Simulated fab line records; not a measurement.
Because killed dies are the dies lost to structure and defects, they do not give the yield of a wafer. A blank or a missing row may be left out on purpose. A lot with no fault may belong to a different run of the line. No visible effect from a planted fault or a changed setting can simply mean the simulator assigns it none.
Which tool did it? || flow gf180mcu || 12 lots, 36 wafers sampled, at 2 steps of a route of 602

== WHAT THE GAUGES SHOWED, per wafer ==
GF_V1_THK_MEAS_25: measures by xrf.
{"lot": "L278", "measured": "day 19 01:40", "on": "filmMetro-02", "V1_W_THK (nm)": "341 338 340"}
{"lot": "L280", "measured": "day 19 12:44", "on": "filmMetro-04", "V1_W_THK (nm)": "349 352 347"}
{"lot": "L281", "measured": "day 20 00:26", "on": "filmMetro-04", "V1_W_THK (nm)": "351 355 352"}
{"lot": "L282", "measured": "day 20 06:14", "on": "filmMetro-04", "V1_W_THK (nm)": "354 354 359"}
{"lot": "L284", "measured": "day 21 02:02", "on": "filmMetro-04", "V1_W_THK (nm)": "338 344 341"}
{"lot": "L286", "measured": "day 21 17:55", "on": "filmMetro-04", "V1_W_THK (nm)": "339 350 338"}
{"lot": "L287", "measured": "day 22 03:40", "on": "filmMetro-04", "V1_W_THK (nm)": "347 350 354"}
{"lot": "L293", "measured": "day 25 00:32", "on": "filmMetro-02", "V1_W_THK (nm)": "341 336 336"}
{"lot": "L295", "measured": "day 25 10:33", "on": "filmMetro-04", "V1_W_THK (nm)": "341 350 346"}
{"lot": "L297", "measured": "day 25 21:37", "on": "filmMetro-03", "V1_W_THK (nm)": "342 342 342"}
{"lot": "L296", "measured": "day 26 05:13", "on": "filmMetro-04", "V1_W_THK (nm)": "350 349 346"}
{"lot": "L299", "measured": "day 26 17:00", "on": "filmMetro-04", "V1_W_THK (nm)": "353 352 356"}

GF_V2_BOW_MEAS_05.
{"lot": "L278", "measured": "day 20 03:26", "on": "filmMetro-01", "V2_BOW (um)": "98 80 99"}
{"lot": "L280", "measured": "day 20 14:13", "on": "filmMetro-01", "V2_BOW (um)": "99 99 102"}
{"lot": "L281", "measured": "day 21 01:59", "on": "filmMetro-02", "V2_BOW (um)": "113 87 90"}
{"lot": "L282", "measured": "day 21 08:31", "on": "filmMetro-03", "V2_BOW (um)": "96 99 94"}
{"lot": "L284", "measured": "day 22 03:54", "on": "filmMetro-03", "V2_BOW (um)": "102 91 100"}
{"lot": "L286", "measured": "day 22 19:17", "on": "filmMetro-01", "V2_BOW (um)": "101 89 96"}
{"lot": "L287", "measured": "day 23 05:07", "on": "filmMetro-03", "V2_BOW (um)": "94 83 83"}
{"lot": "L293", "measured": "day 25 23:23", "on": "filmMetro-02", "V2_BOW (um)": "118 99 105"}
{"lot": "L295", "measured": "day 26 09:39", "on": "filmMetro-02", "V2_BOW (um)": "101 110 113"}
{"lot": "L297", "measured": "day 26 19:37", "on": "filmMetro-03", "V2_BOW (um)": "96 104 98"}
{"lot": "L296", "measured": "day 27 04:17", "on": "filmMetro-01", "V2_BOW (um)": "97 103 95"}
{"lot": "L299", "measured": "day 27 15:12", "on": "filmMetro-02", "V2_BOW (um)": "103 114 111"}

== TOOL THAT RAN EACH LOT (tool first, then ch and the chambers of the sampled wafers, then the start) ==
Before these readings, the record contains no process step.

== AS READ BY THE TOOLS THEMSELVES (means over the sampled wafers that have a number; for cases with no such wafer, the mark the record gives instead) ==
The record holds no such reading with a usual standard deviation.

== THE ANSWER, worked out from the rows above alone ==
Rule: the usual values come from the lots themselves. The widest of any qualifying gaps counts: lots, ordered by their means at a reading, are off when they make up no more than a third of the lots, leave a main group of 4 or more, and stand apart from it by 3 or more times the standard deviation of that group's means. A main group whose means are all the same, to the digits that the tables above print for the reading, isn't used. A lot without any number at a reading at which 4 lots or more have one is off too. The other lots that the step has rows for count as sound. First the gauges in route order, then the tools' own readings, where a lot's mean is used as printed above. At the first step where some lot is off, the reading lying furthest off is the one used; lots without a number count as furthest.
No lot is off at any reading shown: from this, nothing can be told.

== WHAT THE SIMULATOR PUT IN ==
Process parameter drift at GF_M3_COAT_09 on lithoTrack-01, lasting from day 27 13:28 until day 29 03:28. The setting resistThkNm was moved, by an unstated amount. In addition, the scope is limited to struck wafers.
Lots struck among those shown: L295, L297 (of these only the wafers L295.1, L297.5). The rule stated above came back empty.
